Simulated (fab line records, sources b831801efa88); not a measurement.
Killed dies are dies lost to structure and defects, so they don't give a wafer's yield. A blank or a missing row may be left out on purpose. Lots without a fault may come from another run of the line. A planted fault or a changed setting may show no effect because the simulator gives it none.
Chamber matching | flow sky130 | SKY_POLY_GATE_ETCH_15 on rie_diel-03: 4 sister chambers
The step etches BARC in N2/H2, stops on SiO2, time 118.5 s, target depth 110 nm. 8 wafers are shown with their chamber, then 7 later ones without.

WAFERS WITH THEIR CHAMBER
wafer  | chamber | drypump_motor_current_A (A) | rf_fwd_power_W (W)
L585.2 | 3       | 5.8                         | 500.9
L585.5 | 0       | 5.5                         | 496.9
L588.4 | 1       | 5.7                         | 494.4
L596.2 | 0       | 5.6                         | 496.9
L596.4 | 2       | 6.1                         | 497.1
L596.5 | 1       | 5.7                         | 498.4
L597.3 | 3       | 5.8                         | 497.4
L597.4 | 2       | 6.1                         | 496.6

WAFERS WITHOUT THEIR CHAMBER
wafer  | drypump_motor_current_A (A) | rf_fwd_power_W (W)
L597.6 | 5.6                         | 501.1
L600.1 | 6.1                         | 496.9
L600.3 | 5.8                         | 499.0
L600.4 | 5.6                         | 498.2
L602.2 | 5.5                         | 498.0
L602.4 | 6.1                         | 494.4
L602.6 | 5.5                         | 496.2

WHICH CHAMBER EACH WENT THROUGH
wafer  | from the rows above     | in truth
L597.6 | can't be placed: 0 or 1 | 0
L600.1 | 2                       | 2
L600.3 | 3                       | 3
L600.4 | can't be placed: 0 or 1 | 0
L602.2 | 0                       | 0
L602.4 | 2                       | 2
L602.6 | 0                       | 0
Placed correctly: 5 of 7. Can't be placed from these rows: 2 (the true chamber is among the candidates in 2). Placed wrongly: 0.
How it was worked out, from the rows above alone: a wafer's distance from a chamber is the root of the sum, over the readings, of the square of ((its reading less the chamber's mean) divided by the reading's scatter). The wafer belongs to the nearest chamber; if the next one is less than 2 further off, it can't be placed. A chamber's mean is the mean of its shown wafers. The scatter: the root of (the sum of the squares of (reading less its chamber's mean) over the shown wafers, divided by (wafers less chambers)).
